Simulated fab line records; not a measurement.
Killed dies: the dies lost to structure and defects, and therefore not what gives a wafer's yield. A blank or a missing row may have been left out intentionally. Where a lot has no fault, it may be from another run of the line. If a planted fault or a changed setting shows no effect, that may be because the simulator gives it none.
Problem report, 8D (eight disciplines) form, completed by code / flow sfq-line / the parts of the form that need people (team, actions taken, sign-off) are left out

## 1. WHAT WENT WRONG
Wafers without a fault read 0.895 a.u., standard deviation 0.0082; oes-product-au at SFQ_TRILAYER_C5_ETCH_VIA_ETCH_154 reads a mean of 0.761 a.u. on 4 wafers belonging to 2 lots. That puts it -16 standard deviations away from the usual mean.
The step: etches SiO2 in CHF3, stops on Nb, target depth 84 nm.
Earliest sighting: wafer L831.3 on rie-diel-02 at day 61 17:52. The record holds 42 wafers of 14 lots with a number at this step. Rule for "out" (also "out of limits"): further than 4 standard deviations from the usual mean. The other wafers with a number count as sound.

## 2. WHAT THIS IS AND IS NOT
question=which readings at this step | is=oes-product-au | is not=drypump-motor-current-A
question=which lots | is=L831, L832 | is not=L824, L825, L826, L827, L828, L837, L839, L843, L844, L845, L846, L847
question=which wafers of those lots | is=L831.3, L831.5, L832.2, L832.3 | is not=L831.1, L832.6
question=read on which tools | is=rie-diel-02, rie-diel-04 | is not=rie-diel-01
question=when | is=from day 61 17:52 | is not=up to then (16 sound wafers); but 22 sound wafers of L832, L837, L839, L843, L844, L845, L846, L847 came after

## 3. SUSPECTS, AND WHAT RULES EACH OUT
Counting: if a tool at a process step up to the reading ran every lot that is out, it stays a suspect. Sound lots after the first of them don't rule it out here, since some wafers of a struck lot are sound.
- pecvd-02 at SFQ_TRILAYER_A5C_DEP_PECVD_142 (deposits SiO2 from SiH4/N2O, time 15.556 s, target thk 70 nm): kept. It processed each lot that is out (first: L831, day 56 10:49); up to then, its last sound lot is L828 (day 56 05:26).
The count leaves pecvd-02 at SFQ_TRILAYER_A5C_DEP_PECVD_142.

## 4. THE CAUSE (what the simulator had put in)
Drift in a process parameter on pecvd-02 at SFQ_TRILAYER_A5C_DEP_PECVD_142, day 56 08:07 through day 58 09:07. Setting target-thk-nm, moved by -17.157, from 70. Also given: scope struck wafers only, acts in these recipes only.
Only this tool survived the counting.

## 5. THE EFFECT CHAIN, in route order
One row per reading whose mean, taken over the struck wafers that have a number, lies over 3 standard deviations from the usual. Scope: only readings with a usual standard deviation given in the record; hours: median across lots of the time from each lot's start at the first step in this table that gives one to its start at this step; sigmas: change in usual standard deviations.
hours=0; step=SFQ_TRILAYER_C5_ETCH_VIA_ETCH_154; reading=oes-product-au; usual=0.895 a.u.; on struck wafers=0.761; change=-0.134; sigmas=-16
The process steps in it:
- SFQ_TRILAYER_C5_ETCH_VIA_ETCH_154: etches SiO2 in CHF3, stops on Nb, target depth 84 nm.

## 6. WHAT WOULD HAVE CAUGHT IT SOONER
The fault began at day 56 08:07; the first out-of-limits reading in this record came at day 61 17:52, 130 hours later.
An alarm limit of 4 standard deviations would not have fired on the tool readings at SFQ_TRILAYER_A5C_DEP_PECVD_142 for which the record gives a usual standard deviation, since none of them was out on any struck wafer.
By day 61 17:52, every lot that is out (2) had started SFQ_TRILAYER_A5C_DEP_PECVD_142 on pecvd-02. Holding the tool at that point would not have protected any of them.
